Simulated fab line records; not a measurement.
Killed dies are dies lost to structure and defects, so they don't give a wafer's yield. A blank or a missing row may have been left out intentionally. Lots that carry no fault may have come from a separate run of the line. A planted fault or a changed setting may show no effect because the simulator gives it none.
Comparing a struck lot with a sound one	flow sky130	31 steps out of a route of 708
Sound: the wafers L400.3, L400.4, L400.5. Struck: wafer L405.1. (L405.4, L405.5 of the same lot were not struck and are left out.) The cause comes at the end.
At each step with rows: each side's tool, then ch and its chambers, then its first start. Under that, the readings that differ: sound wafers	struck wafers	difference of the means	sigmas: that difference in standard deviations of wafers without a fault.
alike: a reading whose means differ by less than 2 such deviations, as well as words and numbers matching on both sides. not compared: withheld readings; readings where some wafer has no value; bounds like >300 that might hide an equal value; numbers whose values overlap and for which the record gives no deviation.
The two part at a step that has a row with sigmas, a row that says differs or no value, or rows on one side only. Non-overlapping numbers with no deviation appear without sigmas and do not part them. A reading that every wafer of one side lacks parts them only if that side has two wafers or more.

SKY_PWDE_OVL_MEAS_07:
  sound on overlay-02 at day 4 04:59; struck on overlay-02 at day 5 08:34
  alike: PWDE_OVL
next, for these wafers, 1 step has no rows: SKY_PWDE_IMPLANT_08.
SKY_PWDE_STRIP_09: strips in O2/N2.
  sound on plasma_asher-04 ch 0,1, day 4 05:11; struck on plasma_asher-02 ch 0, day 5 08:45
reading	sound	struck	difference	sigmas
rf_hours_counter_h (h)	- - -	29	no value on the sound wafers	
strip_time_to_endpoint_s (s)	37.07 37.13 37.17	36.83	-0.29	-3
  alike: drypump_motor_current_A, oes_product_au
SKY_PWDE_TW_MEAS_10:
  sound on film_metro-02 at day 4 05:16; struck on film_metro-01 at day 5 08:51
  alike: PWDE_TW
then, 7 steps without rows for these wafers: SKY_NWELL_DEHYDRATE_03 (time 60 s); SKY_NWELL_HMDS_04 (prime time 60 s); SKY_NWELL_COAT_05 (resist thk 3000 nm); SKY_NWELL_SOFTBAKE_06; SKY_NWELL_EXPOSE_07 (exposes mask NWM, target cd 840 nm); SKY_NWELL_PEB_08; SKY_NWELL_DEVELOP_09 (develop time 60 s).
SKY_NWELL_OVL_MEAS_10:
  sound on overlay-02 at day 4 21:38; struck on overlay-01 at day 6 03:12
  alike: NWELL_00_OVL
SKY_NWELL_IMPLANT_11:
  sound on implanter-04 ch 0, day 4 21:42; struck on implanter-04 ch 0, day 6 03:14
reading	sound	struck	difference	sigmas
beam_on_s (s)	9.78 10.02 10.09	8.28	-1.68	-9
faraday_current_uA	109.9 106.9 106.8	129.1	+21.2	+11
  alike: dose_ions_cm2, end_station_pressure_torr
then, 2 steps without rows for these wafers: SKY_NWELL_IMPLANT_12; SKY_NWELL_IMPLANT_13.
SKY_NWELL_STRIP_14: strips in O2/N2.
  sound on plasma_asher-01 ch 0,1, day 4 22:08; struck on plasma_asher-04 ch 1, day 6 03:41
reading	sound	struck	difference	sigmas
rf_hours_counter_h (h)	- - -	46	no value on the sound wafers	
  alike: drypump_motor_current_A, oes_product_au, strip_time_to_endpoint_s
SKY_NWELL_TW_MEAS_15:
  sound on film_metro-04 at day 4 22:13; struck on film_metro-04 at day 6 04:01
reading	sound	struck	difference	sigmas
NWELL_TW	1852 1857 1856	1754	-101	-7
  not compared: hold
then, 6 steps without rows for these wafers: SKY_NWELL_HMDS_17 (prime time 60 s); SKY_NWELL_COAT_18 (resist thk 3000 nm); SKY_NWELL_SOFTBAKE_19; SKY_NWELL_EXPOSE_20 (exposes mask NWM COMPLEMENT, target cd 840 nm); SKY_NWELL_PEB_21; SKY_NWELL_DEVELOP_22 (develop time 60 s).
SKY_NWELL_OVL_MEAS_23:
  sound on overlay-02 at day 5 14:59; struck on overlay-01 at day 6 22:31
  alike: NWELL_01_OVL
next, for these wafers, 1 step has no rows: SKY_NWELL_IMPLANT_24.
SKY_NWELL_STRIP_25: strips in O2/N2.
  sound on plasma_asher-04 ch 0,1, day 5 15:11; struck on plasma_asher-01 ch 1, day 6 22:43
reading	sound	struck	difference	sigmas
oes_product_au (a.u.)	0.721 0.729 0.732	0.718	-0.009	-2
rf_hours_counter_h (h)	- - -	41	no value on the sound wafers	
  alike: drypump_motor_current_A, strip_time_to_endpoint_s
SKY_NWELL_TW_MEAS_26:
  sound on film_metro-01 at day 5 15:17; struck on film_metro-01 at day 6 22:49
  alike: NWELL_2_TW
then, 1 step without rows for these wafers: SKY_NWELL_CLEAN_27 (cleans in SC1/SC2, time 150 s).
SKY_NWELL_RTA_28: time 30 s.
  sound on rtp_anneal-02 ch 0, day 5 15:24; struck on rtp_anneal-01 ch 0, day 6 22:55
  alike: lamp_power_pct, ramp_up_c_per_s, wafer_temp_C_max
SKY_NWELL_RS_MEAS_29: measures by four-point-probe.
  sound on film_metro-04 at day 5 15:31; struck on film_metro-04 at day 6 23:23
reading	sound	struck	difference	sigmas
NWELL_RS (ohm/sq)	622.0 622.9 622.0	684.7	+62.4	+42
  not compared: hold
-- the record jumps here: 40 days lie between the struck wafers' starts before and after (it left off in module NWELL and takes up again in module PAD_OPEN, whose first step shown is number 708 of the route) --
SKY_PAD_OPEN_PROBE_99:
  sound on prober-02 at day 45 20:16; struck on prober-01 at day 47 08:07
reading	sound	struck	difference	sigmas
killed_at_front_end	14 8 16	28	+15	+3
model.etest.nfet_16v.r_on_ohm_um	1.435e+04 1.425e+04 1.432e+04	1.496e+04	+6.533e+02	
model.etest.res_nwell.line_ohm_um	1182 1134 1139	1228	+76	
model.etest.res_nwell.rs_ohm_sq	979 952.3 956.9	1017	+54	
model.etest.tip_p_5v.rs_ohm_sq	2847 2862 2863	2824	-33	
model.etest.res_nwell.width_nm (nm)	837.1 836 834.7	823.1	-12.8	
model.etest.field_p.vt_v (V)	-42.93 -41.69 -41.74	-36.16	+5.96	
model.etest.pfet_g5v0d10v5.off_log10_a_um	-12.51 -12.62 -12.33	-11.96	+0.53	
model.etest.pfet_01v8_lvt.off_log10_a_um	-9.14 -8.973 -9.132	-8.405	+0.677	
  alike: killed_at_M0_to_M3, killed_at_M4_up, killed_at_contacts, killed_at_other, killed_dies, killed_open, killed_short

## WHERE THEY PART
Last at SKY_PAD_OPEN_PROBE_99 as far as this record goes, first at SKY_PWDE_STRIP_09.

WHY: the cause the simulator had injected
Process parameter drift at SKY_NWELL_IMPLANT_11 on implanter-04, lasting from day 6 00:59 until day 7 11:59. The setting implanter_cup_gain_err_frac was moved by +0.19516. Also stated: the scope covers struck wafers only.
